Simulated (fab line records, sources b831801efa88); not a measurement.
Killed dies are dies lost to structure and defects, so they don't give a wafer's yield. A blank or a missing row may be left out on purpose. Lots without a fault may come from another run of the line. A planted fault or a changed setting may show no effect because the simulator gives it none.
A struck lot beside a sound one | flow sky130 | 17 steps out of a route of 708
Sound: wafers L984.2, L984.5, L984.6. Struck: wafers L998.1, L998.4, L998.5. The cause comes at the end.
At each step with rows: each side's tool, then ch and its chambers, then its first start. Under that, the readings that differ: sound wafers | struck wafers | difference of the means | sigmas: that difference in standard deviations of wafers without a fault.
alike: readings whose means differ by less than 2 such deviations, and words and numbers that are the same on both sides. not compared: withheld readings, readings that some wafer has no value for, bounds like >300 that may hide the same value, and numbers for which the record gives no deviation and whose values overlap.
The two part at a step that has a row with sigmas, a row that says differs or no value, or rows on one side only. Numbers that don't overlap but have no deviation are shown without sigmas and don't part them. A reading that every wafer of one side lacks parts them only if that side has two wafers or more.

first, 3 steps without rows for these wafers: SKY_SONOS_ONO_WET_ETCH_18 (etches Si3N4 in H3PO4, target depth 15 nm, time 172 s); SKY_GATE_OXIDE_CLEAN_00 (cleans in SC1/SC2, time 150 s); SKY_GATE_OXIDE_OXIDATION_01 (stabilise 600 s, purge 300 s, target thk 10.268 nm).
SKY_GATE_OXIDE_THK_MEAS_02:
  sound on film_metro-01, day 12 21:23; struck on film_metro-01, day 17 15:22
  alike: GATE_OXIDE_OXIDATION_00_THK
then, 7 steps without rows for these wafers: SKY_GATE_OXIDE_DEHYDRATE_03 (time 60 s); SKY_GATE_OXIDE_HMDS_04 (prime time 60 s); SKY_GATE_OXIDE_COAT_05 (resist thk 1140 nm); SKY_GATE_OXIDE_SOFTBAKE_06 (time 60 s); SKY_GATE_OXIDE_EXPOSE_07 (exposes mask LVOM, target cd 600 nm); SKY_GATE_OXIDE_PEB_08; SKY_GATE_OXIDE_DEVELOP_09 (develop time 60 s).
SKY_GATE_OXIDE_OVL_MEAS_10:
  sound on overlay-01, day 13 22:49; struck on overlay-01, day 18 21:14
  alike: GATE_OXIDE_OVL
SKY_GATE_OXIDE_IMPLANT_11:
  sound on implanter-04 ch 0, day 13 22:52; struck on implanter-04 ch 0, day 18 21:16
  reading                   | sound              | struck            | difference | sigmas
  beam_energy_keV           | 9.998 9.998 10.003 | 8.682 8.690 8.686 | -1.314     | -99 or more
  model.implant.rp_nm (nm)  | 32.55 32.55 32.55  | 30.07 30.07 30.07 | -2.48      |
  model.implant.drp_nm (nm) | 17.11 17.11 17.11  | 15.51 15.51 15.51 | -1.60      |
then, 1 step without rows for these wafers: SKY_GATE_OXIDE_WET_ETCH_12 (etches SiO2 in dHF, target depth 16.8 nm, time 336 s).
SKY_GATE_OXIDE_STRIP_13: strips in O2/N2.
  sound on plasma_asher-01 ch 0,1, day 13 23:06; struck on plasma_asher-02 ch 0,1, day 18 21:31
  alike: drypump_motor_current_A, oes_product_au, strip_time_to_endpoint_s
  not compared: rf_hours_counter_h
SKY_GATE_OXIDE_TW_MEAS_14:
  sound on film_metro-01, day 13 23:13; struck on film_metro-03, day 18 21:50
  reading       | sound             | struck            | difference | sigmas
  GATE_OXIDE_TW | 227.0 226.9 228.6 | 213.4 214.9 214.4 | -13.3      | -6
  not compared: hold
-- the record jumps here: 30 days lie between the struck wafers' starts before and after (it left off in module GATE_OXIDE and takes up again in module PAD_OPEN, whose first step shown is number 708 of the route) --
SKY_PAD_OPEN_PROBE_99:
  sound on prober-01, day 45 20:16; struck on prober-02, day 49 05:48
  reading                                   | sound                   | struck                  | difference | sigmas
  model.etest.pfet_01v8_lvt.off_log10_a_um  | -8.668 -8.533 -8.549    | -9.116 -8.953 -9.125    | -0.481     |
  model.etest.pfet_01v8_lvt.vt_sat_v (V)    | -0.4072 -0.4126 -0.4065 | -0.4521 -0.4392 -0.4471 | -0.0374    |
  model.etest.pfet_01v8_lvt.vt_v (V)        | -0.5007 -0.5036 -0.5005 | -0.5408 -0.5358 -0.5336 | -0.0351    |
  model.etest.pfet_01v8_lvt.vt_long_v (V)   | -0.624 -0.6235 -0.623   | -0.659 -0.6566 -0.6549  | -0.033     |
  model.etest.pfet_01v8_lvt.body_rise_v (V) | -0.2069 -0.2059 -0.2069 | -0.1995 -0.1987 -0.1982 | +0.0078    |
  alike: killed_at_M0_to_M3, killed_at_M4_up, killed_at_contacts, killed_at_front_end, killed_at_other, killed_dies, killed_open, killed_short
  not compared: model.etest.nfet_01v8_lvt.vt_long_v, model.etest.nfet_01v8.vt_long_v, model.etest.pfet_01v8.body_rise_v

WHERE THEY PART
First at SKY_GATE_OXIDE_IMPLANT_11; last, within this record, at SKY_GATE_OXIDE_TW_MEAS_14. Later steps at which nothing parts them and some readings are alike: SKY_PAD_OPEN_PROBE_99.

WHY: what the simulator had put in
Process parameter drift: implanter-04, from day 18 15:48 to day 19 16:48, at SKY_GATE_OXIDE_IMPLANT_11. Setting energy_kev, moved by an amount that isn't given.
